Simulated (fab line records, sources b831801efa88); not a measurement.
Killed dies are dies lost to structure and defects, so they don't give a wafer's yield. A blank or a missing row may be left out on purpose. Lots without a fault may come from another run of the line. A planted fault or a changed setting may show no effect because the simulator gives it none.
fab line records | flow sky130
record lots=6 wafers=18 last_day=49
route steps=708 shown VT_ADJUST_PCH@151 SONOS_TUNNEL@154 PAD_OPEN@708
lots that met no fault: from a run of the same line without faults
start_h: hours from the record's first day to the start of the lot's first wafer shown | wait_h: hours since the lot's step before | " the same as in the row above | L1.1+2: a row that stands for several wafers | - no value, or no start given | * or withheld: withheld | < > ~ a bound
route shown NAME@n: a module of which the file shows steps, and the number in the route of the first | usual: mean/standard deviation of fault-free wafers | same: alike in all rows | chamber/n: place in a boat | sites: the reading at each site | _std_site: their standard deviation | _edge_site: outer sites' mean less inner sites' | radius_mm: how far each site lies from the wafer's centre | mask NAME#n: copy n | behind: the tool/chamber that last shaped the wafer | hold: why the lot was held/for how many hours/how that ended | device: the transistor (n, p or np) that didn't switch | end of line: the same wafers' tests at the end of the route | a step without rows: its recipe alone | killed: dies lost to structure and defects at the first sort, not the wafer's yield | map: a wafer's dies, x killed, . not, _ none there
set.NAME: the setting as run; set.NAME@STEP: as run at that earlier step | model.NAME: the simulator's own value behind a step, which no gauge read
lots at some steps of the route; a table a step, a row a wafer
services: from which hour (start_h, from the record's first day; less than 0 if before it) a tool's chamber was out of use, for how many hours, and why
## steps
# step SKY_VT_ADJUST_PCH_IMPLANT_08
# recipe species=B energy_kev=10 dose_cm2=5e+11 tilt_deg=withheld
# step SKY_VT_ADJUST_PCH_STRIP_09
# recipe chemistry=O2/N2 power_w=1400 pressure_mtorr=1500 platen_temp_c=withheld o2_flow_sccm=3000 n2_flow_sccm=300 overash_fraction=0.5
# usual drypump_motor_current_A=5.6/0.56 oes_product_au=0.723/0.0044 strip_time_to_endpoint_s=36.96/0.1
# columns lot.wafer tool chamber start_h wait_h drypump_motor_current_A oes_product_au rf_hours_counter_h strip_time_to_endpoint_s
L631.2 plasma_asher-04 0 248.41 0.1 5.1 0.720 13 36.99
L631.3 " 1 " " 5.1 0.726 - 36.92
L631.6 " 0 " " 5.1 0.727 - 36.96
L637.1 plasma_asher-03 0 293.13 0.1 5.0 0.719 49 36.97
L637.3 " 1 " " 5.8 0.719 - 36.92
L637.5 " 1 " " 5.8 0.719 - 37.02
L638.1 plasma_asher-04 0 303.81 0.1 5.1 0.719 17 37.05
L638.5 " 0 " " 5.1 0.727 - 36.97
L638.6 " 1 " " 5.1 0.720 - 36.97
L641.1 plasma_asher-04 1 324.96 0.1 5.1 0.720 19 37.12
L641.3 " 0 " " 5.1 0.726 - 36.96
L641.5 " 1 " " 5.1 0.726 - 36.92
L642.3 plasma_asher-02 1 340.04 0.1 6.3 0.726 - 37.11
L642.4 " 0 " " 6.4 0.724 - 37.04
L642.6 " 1 " " 6.3 0.722 - 37.03
L645.1 plasma_asher-03 1 365.48 0.1 5.8 0.722 56 36.98
L645.2 " 0 " " 5.0 0.715 56 36.94
L645.3 " 1 " " 5.8 0.721 - 36.98
# step SKY_VT_ADJUST_PCH_TW_MEAS_10
# usual VT_ADJUST_PCH_TW=144.0/0.71
# columns lot.wafer tool chamber start_h wait_h VT_ADJUST_PCH_TW
L631.2 film_metro-01 - 248.52 0.1 144.5
L631.3 " - " " 144.5
L631.6 " - " " 145.5
L637.1 film_metro-01 - 293.23 0.1 145.1
L637.3 " - " " 144.9
L637.5 " - " " 144.9
L638.1 film_metro-01 - 303.91 0.1 144.2
L638.5 " - " " 144.6
L638.6 " - " " 144.8
L641.1 film_metro-04 - 325.06 0.1 144.0
L641.3 " - " " 144.1
L641.5 " - " " 143.4
L642.3 film_metro-04 - 340.13 0.1 142.5
L642.4 " - " " 143.5
L642.6 " - " " 143.1
L645.1 film_metro-02 - 365.58 0.1 144.4
L645.2 " - " " 142.9
L645.3 " - " " 143.4
# step SKY_SONOS_TUNNEL_DEHYDRATE_00
# recipe temp_c=200 time_s=60
# step SKY_SONOS_TUNNEL_HMDS_01
# recipe prime_time_s=60 prime_temp_c=120
# step SKY_SONOS_TUNNEL_COAT_02
# recipe resist=NOVOLAK spin_rpm=3000 resist_thk_nm=1140
# step SKY_SONOS_TUNNEL_SOFTBAKE_03
# recipe temp_c=90 time_s=60 resist=NOVOLAK
# step SKY_SONOS_TUNNEL_EXPOSE_04
# recipe mask_id=TUNM na=0.6 source_shape=conventional sigma_outer=0.6 polarization=unpolarized target_cd_nm=410 dose_mj=136
# step SKY_SONOS_TUNNEL_PEB_05
# recipe temp_c=withheld time_s=* resist=NOVOLAK
# step SKY_SONOS_TUNNEL_DEVELOP_06
# recipe resist=NOVOLAK developer=TMAH develop_time_s=60 dev_temp_c=23
# step SKY_SONOS_TUNNEL_CD_MEAS_07
# recipe target_cd_nm=410
# usual cd_nm=410.0/1.8
# columns lot.wafer tool chamber start_h wait_h cd_nm
L631.2 cd_sem-01 - 272.84 0.1 410.5
L631.3 " - " " 411.5
L631.6 " - " " 411.8
L637.1 cd_sem-02 - 319.02 0.1 410.2
L637.3 " - " " 409.3
L637.5 " - " " 409.3
L638.1 cd_sem-02 - 330.69 0.1 411.9
L638.5 " - " " 411.4
L638.6 " - " " 410.2
L641.1 cd_sem-01 - 351.35 0.1 408.6
L641.3 " - " " 406.4
L641.5 " - " " 407.6
L642.3 cd_sem-01 - 367.14 0.1 410.2
L642.4 " - " " 410.3
L642.6 " - " " 409.9
L645.1 cd_sem-01 - 393.15 0.1 411.7
L645.2 " - " " 414.5
L645.3 " - " " 410.8
# step SKY_SONOS_TUNNEL_OVL_MEAS_08
# usual SONOS_TUNNEL_OVL=0.7/1.2
# columns lot.wafer tool chamber start_h wait_h SONOS_TUNNEL_OVL[nm]
L631.2 overlay-01 - 272.95 0.1 1.5
L631.3 " - " " 0.9
L631.6 " - " " 1.1
L637.1 overlay-02 - 319.14 0.1 3.5
L637.3 " - " " 1.7
L637.5 " - " " 3.5
L638.1 overlay-01 - 330.81 0.1 -1.8
L638.5 " - " " 0.6
L638.6 " - " " -1.2
L641.1 overlay-01 - 351.47 0.1 2.2
L641.3 " - " " -0.3
L641.5 " - " " 1.4
L642.3 overlay-01 - 367.23 0.1 -0.6
L642.4 " - " " 0.8
L642.6 " - " " 0.5
L645.1 overlay-02 - 393.27 0.1 2.2
L645.2 " - " " 1.2
L645.3 " - " " 2.5
# step SKY_SONOS_TUNNEL_IMPLANT_09
# recipe species=B energy_kev=20 dose_cm2=1e+12 tilt_deg=withheld
# usual beam_energy_keV=20.000/0.0054
# columns lot.wafer tool chamber start_h wait_h beam_energy_keV model.implant.rp_nm model.implant.drp_nm
L631.2 implanter-02 0 273.00 0.0 19.997 65.08 28.34
L631.3 " 0 " " 19.989 65.08 28.34
L631.6 " 0 " " 19.988 65.08 28.34
L637.1 implanter-02 0 319.18 0.0 19.990 63.79 28.34
L637.3 " 0 " " 20.004 63.79 28.34
L637.5 " 0 " " 20.002 63.79 28.34
L638.1 implanter-02 0 330.84 0.0 25.480 80.92 36.43
L638.5 " 0 " " 25.477 80.92 36.43
L638.6 " 0 " " 25.477 80.92 36.43
L641.1 implanter-01 0 351.50 0.0 20.007 64.12 28.34
L641.3 " 0 " " 20.000 64.12 28.34
L641.5 " 0 " " 20.007 64.12 28.34
L642.3 implanter-02 0 367.30 0.1 25.480 84.51 36.43
L642.4 " 0 " " 25.472 84.51 36.43
L642.6 " 0 " " 25.481 84.51 36.43
L645.1 implanter-04 0 393.30 0.0 19.996 65.84 28.34
L645.2 " 0 " " 19.994 65.84 28.34
L645.3 " 0 " " 19.997 65.84 28.34
# step SKY_SONOS_TUNNEL_WET_ETCH_10
# recipe chemistry=dHF target_depth_nm=14 target=SiO2 dilution=100:1 temp_c=25 time_s=280
# step SKY_SONOS_TUNNEL_STRIP_11
# recipe chemistry=SPM time_s=600 temp_c=130
# step SKY_SONOS_TUNNEL_TW_MEAS_12
# usual SONOS_TUNNEL_TW=198.5/1.2
# columns lot.wafer tool chamber start_h wait_h hold SONOS_TUNNEL_TW
L631.2 film_metro-02 - 273.40 0.0 - 199.0
L631.3 " - " " - 199.3
L631.6 " - " " - 198.8
L637.1 film_metro-01 - 319.59 0.0 - 199.2
L637.3 " - " " - 199.7
L637.5 " - " " - 198.7
L638.1 film_metro-01 - 331.25 0.0 await_dispo/0.2h/release 208.8
L638.5 " - " " await_dispo/0.2h/release 208.9
L638.6 " - " " await_dispo/0.2h/release 207.2
L638.1 film_metro-01 - 331.48 0.2 - 207.8
L638.5 " - " " - 209.0
L638.6 " - " " - 208.3
L641.1 film_metro-02 - 351.91 0.0 - 198.3
L641.3 " - " " - 198.7
L641.5 " - " " - 198.1
L642.3 film_metro-01 - 367.68 0.0 await_dispo/0.2h/release 208.4
L642.4 " - " " await_dispo/0.2h/release 209.5
L642.6 " - " " await_dispo/0.2h/release 208.2
L642.3 film_metro-01 - 367.95 0.3 - 208.9
L642.4 " - " " - 208.4
L642.6 " - " " - 208.7
L645.1 film_metro-02 - 393.74 0.0 - 199.5
L645.2 " - " " - 199.2
L645.3 " - " " - 199.8
# step SKY_PAD_OPEN_PROBE_99
# usual killed_at_M0_to_M3=43/7.4 killed_at_M4_up=3.1/1.9 killed_at_contacts=25/5.4 killed_at_front_end=15/4.3 killed_at_other=0.3/0.54 killed_dies=86/10 killed_open=46/7.4 killed_short=40/7
# same gross_dies=492 killed_at_back_side=0
# columns lot.wafer tool chamber start_h wait_h killed_at_M0_to_M3 killed_at_M4_up killed_at_contacts killed_at_front_end killed_at_other killed_dies killed_open killed_short model.etest.sonos_uncharged.vt_v
L631.2 prober-02 - 1097.85 0.1 53 4 30 12 0 99 58 41 -0.4399
L631.3 prober-02 - 1097.90 0.2 30 2 29 16 1 78 42 36 -0.4013
L631.6 prober-02 - 1098.05 0.2 47 6 23 14 0 90 49 41 -0.4604
L637.1 prober-02 - 1130.58 0.1 33 5 19 17 1 75 38 37 -0.4459
L637.3 prober-02 - 1130.68 0.2 53 2 31 13 0 99 62 37 -0.4193
L637.5 prober-02 - 1130.78 0.2 55 0 21 8 0 84 40 44 -0.4219
L638.1 prober-01 - 1144.19 0.1 58 3 27 23 0 111 58 52 -0.4779
L638.5 prober-01 - 1144.39 0.2 57 2 24 15 0 98 46 51 -0.4669
L638.6 prober-01 - 1144.44 0.2 34 2 20 16 0 72 36 36 -0.4474
L641.1 prober-02 - 1152.24 0.1 46 5 16 19 0 86 41 45 -0.4244
L641.3 prober-02 - 1152.34 0.2 44 3 26 11 0 84 38 46 -0.4262
L641.5 prober-02 - 1152.44 0.2 37 1 30 19 0 87 42 45 -0.3992
L642.3 prober-01 - 1162.84 0.2 48 3 20 13 1 85 43 41 -0.4749
L642.4 prober-01 - 1162.89 0.2 38 2 22 25 1 88 45 42 -0.4549
L642.6 prober-01 - 1162.99 0.2 40 2 20 17 0 79 39 40 -0.4678
L645.1 prober-02 - 1187.52 0.1 37 3 27 15 0 82 58 24 -0.434
L645.2 prober-02 - 1187.57 0.1 48 3 30 26 0 107 56 50 -0.4198
L645.3 prober-02 - 1187.62 0.2 46 1 37 22 1 107 64 43 -0.4033
# killed by level:class
L631.2 VIA1:geometric_particle:open=14 CONTACT:geometric_particle:open=13 LI_CONTACT:geometric_particle:open=10 METAL2:geometric_particle:short=9 VIA1:geometric_particle:short=7 FIELD_ISO:geometric_particle:open=4 CONTACT:geometric_particle:short=4 METAL3:geometric_particle:short=4
L631.3 LI_CONTACT:geometric_particle:open=10 CONTACT:geometric_particle:open=8 METAL2:geometric_particle:short=6 FIELD_ISO:geometric_particle:open=5 FIELD_ISO:geometric_particle:short=5 LOCAL_INTERCONNECT:geometric_particle:short=5 VIA3:geometric_particle:open=5 POLY_GATE:geometric_particle:open=4
L631.6 VIA1:geometric_particle:open=15 CONTACT:geometric_particle:open=8 LI_CONTACT:geometric_particle:open=6 VIA2:geometric_particle:open=6 VIA3:geometric_particle:open=5 METAL4:geometric_particle:short=5 FIELD_ISO:geometric_particle:short=4 CONTACT:geometric_particle:short=4
L637.1 VIA1:geometric_particle:open=9 CONTACT:geometric_particle:short=7 FIELD_ISO:geometric_particle:open=6 CONTACT:geometric_particle:open=6 METAL4:geometric_particle:short=5 POLY_GATE:geometric_particle:short=4 VIA2:geometric_particle:open=4 VIA3:geometric_particle:short=4
L637.3 VIA1:geometric_particle:open=13 VIA2:geometric_particle:open=11 CONTACT:geometric_particle:open=10 LI_CONTACT:geometric_particle:open=9 VIA1:geometric_particle:short=8 METAL2:geometric_particle:short=5 VIA3:geometric_particle:open=5 FIELD_ISO:geometric_particle:open=4
L637.5 VIA1:geometric_particle:open=14 CONTACT:geometric_particle:open=10 METAL1:geometric_particle:short=8 VIA1:geometric_particle:short=6 METAL2:geometric_particle:short=5 VIA2:geometric_particle:open=5 METAL3:geometric_particle:short=5 VIA3:geometric_particle:short=5
L638.1 VIA1:geometric_particle:open=14 CONTACT:geometric_particle:open=13 VIA1:geometric_particle:short=9 VIA2:geometric_particle:open=9 FIELD_ISO:geometric_particle:short=8 METAL2:geometric_particle:short=7 CONTACT:geometric_particle:short=6 LI_CONTACT:geometric_particle:open=5
L638.5 VIA1:geometric_particle:open=13 CONTACT:geometric_particle:short=10 CONTACT:geometric_particle:open=8 VIA1:geometric_particle:short=8 VIA2:geometric_particle:open=8 METAL3:geometric_particle:short=7 FIELD_ISO:geometric_particle:open=6 VIA2:geometric_particle:short=5
L638.6 CONTACT:geometric_particle:open=8 VIA3:geometric_particle:open=7 CONTACT:geometric_particle:short=6 FIELD_ISO:geometric_particle:short=5 VIA1:geometric_particle:short=5 VIA1:geometric_particle:open=5 METAL1:geometric_particle:short=4 METAL2:geometric_particle:short=4
L641.1 VIA1:geometric_particle:short=10 VIA1:geometric_particle:open=8 LI_CONTACT:geometric_particle:open=7 VIA3:geometric_particle:open=7 FIELD_ISO:geometric_particle:short=6 METAL2:geometric_particle:short=6 METAL1:geometric_particle:short=6 POLY_GATE:geometric_particle:short=5
L641.3 METAL2:geometric_particle:short=10 VIA1:geometric_particle:open=9 CONTACT:geometric_particle:short=8 CONTACT:geometric_particle:open=7 LOCAL_INTERCONNECT:geometric_particle:short=6 VIA3:geometric_particle:open=6 POLY_GATE:geometric_particle:open=4 VIA2:geometric_particle:short=4
L641.5 VIA1:geometric_particle:open=10 METAL2:geometric_particle:short=9 CONTACT:geometric_particle:open=8 CONTACT:geometric_particle:short=7 LOCAL_INTERCONNECT:geometric_particle:short=6 POLY_GATE:geometric_particle:short=5 FIELD_ISO:geometric_particle:open=4 FIELD_ISO:geometric_particle:short=4
L642.3 VIA1:geometric_particle:open=11 VIA3:geometric_particle:open=9 CONTACT:geometric_particle:open=7 VIA1:geometric_particle:short=7 FIELD_ISO:geometric_particle:short=6 METAL2:geometric_particle:short=6 METAL1:geometric_particle:short=6 LI_CONTACT:geometric_particle:open=5
L642.4 VIA1:geometric_particle:open=10 LI_CONTACT:geometric_particle:open=6 LOCAL_INTERCONNECT:geometric_particle:short=6 POLY_GATE:geometric_particle:open=5 CONTACT:geometric_particle:open=5 VIA2:geometric_particle:open=5 FIELD_ISO:geometric_particle:short=4 SPACER:geometric_particle:short=4
L642.6 VIA1:geometric_particle:open=11 VIA1:geometric_particle:short=8 POLY_GATE:geometric_particle:short=6 LI_CONTACT:geometric_particle:open=6 METAL1:geometric_particle:short=5 VIA3:geometric_particle:open=5 FIELD_ISO:geometric_particle:open=4 LOCAL_INTERCONNECT:geometric_particle:short=4
L645.1 CONTACT:geometric_particle:open=17 VIA1:geometric_particle:open=14 VIA3:geometric_particle:open=6 POLY_GATE:geometric_particle:open=5 VIA1:geometric_particle:short=5 POLY_GATE:geometric_particle:short=4 CONTACT:geometric_particle:short=3 METAL1:geometric_particle:short=3
L645.2 CONTACT:geometric_particle:open=15 VIA1:geometric_particle:open=13 FIELD_ISO:geometric_particle:short=8 VIA1:geometric_particle:short=8 FIELD_ISO:geometric_particle:open=7 CONTACT:geometric_particle:short=6 VIA3:geometric_particle:open=6 POLY_GATE:geometric_particle:short=5
L645.3 VIA1:geometric_particle:open=17 CONTACT:geometric_particle:open=13 CONTACT:geometric_particle:short=10 POLY_GATE:geometric_particle:open=9 FIELD_ISO:geometric_particle:open=6 LOCAL_INTERCONNECT:geometric_particle:short=5 VIA2:geometric_particle:short=4 LI_CONTACT:geometric_particle:open=4
## services
# columns tool chamber start_h hours kind
implanter-01 - 227.65 4.0 pm
plasma_asher-03 - 229.82 0.3 repair
implanter-02 - 234.91 1.5 repair
implanter-02 - 249.80 2.9 repair
plasma_asher-03 - 252.71 2.8 pm
plasma_asher-04 - 277.87 0.9 repair
plasma_asher-04 - 278.74 14.6 pm
plasma_asher-04 - 328.04 3.7 repair
plasma_asher-02 - 356.06 0.8 repair
plasma_asher-04 - 378.68 2.8 pm
## key
first_sign step=SKY_SONOS_TUNNEL_IMPLANT_09 reading=beam_energy_keV direction=up sigmas=99+ usual=* struck=*
effect step=SKY_SONOS_TUNNEL_TW_MEAS_12 reading=visit direction=added
effect step=SKY_SONOS_TUNNEL_TW_MEAS_12 reading=SONOS_TUNNEL_TW direction=up sigmas=8.5 usual=198.5 struck=208.5
model_effect step=SKY_SONOS_TUNNEL_IMPLANT_09 value=implant.rp_nm without=65.1 struck=82.71
model_effect step=SKY_PAD_OPEN_PROBE_99 value=etest.sonos_uncharged.vt_v without=-0.4211 struck=-0.465
met_at SKY_SONOS_TUNNEL_IMPLANT_09
struck_wafers L638.1,L638.5,L638.6,L642.3,L642.4,L642.6
tester_left_out L638,L642
onset_between 319.18 330.84
fault kind=process_parameter_drift tool=implanter-02 chamber=- onset_h=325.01 steps=SKY_SONOS_TUNNEL_IMPLANT_09 channel=energy_kev offset=* shape=step end_h=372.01 acts_in=* stated=*
# tester_left_out: of these lots the tester's yield and bins aren't shown, on N5 and GAA mostly nor the transistor test; their killed dies are dies lost to structure and defects alone, not to doping, threshold or leakage, so they don't give the yield
